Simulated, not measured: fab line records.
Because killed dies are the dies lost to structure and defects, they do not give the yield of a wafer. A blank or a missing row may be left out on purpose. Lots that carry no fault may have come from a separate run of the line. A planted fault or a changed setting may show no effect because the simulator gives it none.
Matching of chambers | flow gf180mcu | GF_CONTACT_CMP_27 on cmp-01: 4 sister chambers
The step polishes, stops on SiO2, t overpolish 15 s, target thk 0 nm. 8 wafers are shown with their chamber, then 9 later ones without.

## WAFERS, EACH WITH ITS CHAMBER
wafer  | chamber | motor-current-A (A) | head-pressure-psi (psi)
L329.4 | 2       | 12.2                | 3.490
L343.2 | 1       | 11.0                | 3.507
L343.5 | 0       | 8.4                 | 3.498
L344.1 | 1       | 11.0                | 3.488
L344.3 | 0       | 8.6                 | 3.497
L345.2 | 2       | 12.3                | 3.495
L345.3 | 3       | 8.6                 | 3.501
L345.6 | 3       | 8.8                 | 3.511

## WAFERS WHOSE CHAMBER IS MISSING
wafer  | motor-current-A (A) | head-pressure-psi (psi)
L347.2 | 12.0                | 3.499
L347.3 | 8.9                 | 3.503
L347.4 | 8.6                 | 3.502
L350.1 | 10.1                | 3.487
L350.4 | 12.4                | 3.503
L350.6 | 10.1                | 3.493
L348.2 | 9.0                 | 3.488
L348.3 | 9.0                 | 3.517
L348.5 | 9.1                 | 3.505

## WHICH CHAMBER EACH ONE RAN IN
wafer  | from the rows above     | in truth
L347.2 | 2                       | 2
L347.3 | can't be placed: 3 or 0 | 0
L347.4 | can't be placed: 3 or 0 | 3
L350.1 | 1                       | 1
L350.4 | 2                       | 2
L350.6 | 1                       | 1
L348.2 | can't be placed: 3 or 0 | 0
L348.3 | 3                       | 3
L348.5 | can't be placed: 3 or 0 | 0
Correct placement for 5 of the 9. These rows do not allow placing 4 (true chamber among the candidates in 4). Placed wrongly: 0.
How it was worked out, from the rows above alone: a wafer's distance from a chamber is the root of the sum, over the readings, of the square of ((its reading less the chamber's mean) divided by the reading's scatter). If the next closest chamber is less than 2 further off than the closest, the wafer can't be placed; otherwise it belongs to the closest. The mean given for a chamber averages the wafers shown for that chamber. The scatter is the square root of a quotient: the sum, over the shown wafers, of each reading's squared deviation from its chamber's mean, divided by wafers minus chambers.
